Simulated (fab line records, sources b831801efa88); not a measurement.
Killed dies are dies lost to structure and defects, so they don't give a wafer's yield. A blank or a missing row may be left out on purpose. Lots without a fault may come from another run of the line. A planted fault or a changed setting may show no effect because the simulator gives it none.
Split-lot experiment | flow gf180mcu | 5 lots, 23 wafers read, on a route of 602 steps

THE SPLIT
At GF_MVPSD_IMPLANT_09, the setting dose_cm2 was moved away from the recipe's 5e+12 on 9 of the 23 wafers read, by -4.8% to +4.3%. The other wafers ran this setting at the recipe's value.

FROM THE SPLIT TO THE READING: what the file shows between them, 13 steps
- GF_VT_IMPLANT_COAT_02: resist thk 1000 nm (also split here: resist_thk_nm)
- GF_VT_IMPLANT_SOFTBAKE_03: time 60 s
- GF_VT_IMPLANT_EXPOSE_04: exposes mask LVPWELL LV AREA, target cd 600 nm
- GF_VT_IMPLANT_IMPLANT_08
- GF_VT_IMPLANT_STRIP_09: strips in O2/N2
- GF_VT_IMPLANT_SOFTBAKE_14: time 60 s (also split here: temp_c)
- GF_VT_IMPLANT_IMPLANT_19 (also split here: energy_kev)
- GF_VT_IMPLANT_STRIP_20: strips in O2/N2
- GF_VT_IMPLANT_IMPLANT_41 (also split here: energy_kev)
- GF_VT_IMPLANT_STRIP_42: strips in O2/N2
- GF_VT_IMPLANT_TW_MEAS_43
- GF_VT_IMPLANT_CLEAN_44: cleans in SC1/SC2, time 150 s
- GF_VT_IMPLANT_RTA_45: time 30 s

THE READING
MVPSD_RS, in ohm/sq, at GF_VT_IMPLANT_RS_MEAS_49 (measures by four-point-probe). Fault-free wafers of this fab line usually give 1160 ohm/sq, standard deviation 3.1 ohm/sq.

wafer  | tool, chamber at the split | dose_cm2 as run | against the recipe | MVPSD_RS, ohm/sq | against lot-mates on the recipe
L075.1 | implanter-04, 0            | 5e+12           | recipe             | 1162             | -
L075.2 | implanter-04, 0            | 4.762e+12       | -4.8%              | 1174             | +12
L075.4 | implanter-04, 0            | 4.762e+12       | -4.8%              | 1172             | +10
L075.5 | implanter-04, 0            | 4.762e+12       | -4.8%              | 1174             | +12
L075.6 | implanter-04, 0            | 5e+12           | recipe             | 1162             | -
L082.1 | implanter-01, 0            | 5e+12           | recipe             | 1164             | -
L082.2 | implanter-01, 0            | 5.216e+12       | +4.3%              | 1156             | -6
L082.3 | implanter-01, 0            | 5e+12           | recipe             | 1160             | -
L082.4 | implanter-01, 0            | 5.216e+12       | +4.3%              | 1155             | -7
L082.5 | implanter-01, 0            | 5.216e+12       | +4.3%              | 1153             | -9
L083.2 | implanter-01, 0            | 5e+12           | recipe             | 1156             | -
L083.3 | implanter-01, 0            | 5e+12           | recipe             | 1159             | -
L083.4 | implanter-01, 0            | 5e+12           | recipe             | 1158             | -
L084.1 | implanter-02, 0            | 5e+12           | recipe             | 1155             | -
L084.2 | implanter-02, 0            | 5e+12           | recipe             | 1155             | -
L084.3 | implanter-02, 0            | 5e+12           | recipe             | 1157             | -
L084.4 | implanter-02, 0            | 5e+12           | recipe             | 1158             | -
L084.5 | implanter-02, 0            | 5e+12           | recipe             | 1157             | -
L085.1 | implanter-02, 0            | 4.782e+12       | -4.4%              | 1167             | +10
L085.2 | implanter-02, 0            | 5e+12           | recipe             | 1157             | -
L085.3 | implanter-02, 0            | 4.782e+12       | -4.4%              | 1166             | +10
L085.4 | implanter-02, 0            | 4.782e+12       | -4.4%              | 1168             | +12
L085.6 | implanter-02, 0            | 5e+12           | recipe             | 1156             | -

THE FIT
A straight line over all 23 wafers: MVPSD_RS changes by -1.97 ohm/sq for each +1% of dose_cm2; r = -0.86; the points scatter about the line by 3.3 ohm/sq.
The same after taking each lot's own level away (the mean of its wafers on the recipe; 23 wafers): -2.13 ohm/sq for each +1%; r = -0.97; scatter 1.4 ohm/sq.
On that fit, the largest move of dose_cm2 shifts the reading by 10 ohm/sq.
The lots' own levels span 1156.4 to 1162.0 ohm/sq, that is 1.8 times the standard deviation above.
So the lot-to-lot level changes the slope little: the two slopes agree.
Check: with one of the wafers moved furthest among these (-4.8%) left out of the fit, the line predicts +10.5 ohm/sq for it against its lot-mates. It came out at +12 ohm/sq against them.

OTHER SPLITS ON THESE WAFERS
These wafers also went through other splits before the reading. Each is held against what the fit with the lots' levels taken away leaves over:
other split on the same wafers      | wafers away from the commonest value | r with MVPSD_RS (lot level and that fit taken away)
GF_DNWELL_STRIP_08 platen_temp_c    | 7                                    | -0.29
GF_NWELL_IMPLANT_08 dose_cm2        | 9                                    | +0.23
GF_LVPWELL_SOFTBAKE_03 temp_c       | 10                                   | -0.07
GF_LVPWELL_STRIP_10 pressure_mtorr  | 15                                   | -0.15
GF_VT_IMPLANT_COAT_02 resist_thk_nm | 10                                   | -0.42
GF_VT_IMPLANT_SOFTBAKE_14 temp_c    | 11                                   | +0.06
GF_VT_IMPLANT_IMPLANT_19 energy_kev | 6                                    | -0.05
GF_VT_IMPLANT_IMPLANT_41 energy_kev | 11                                   | -0.34

THE FILE'S OWN FIT
MVPSD_RS changes by -2.2 ohm/sq for each +1% of dose_cm2, r = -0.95.
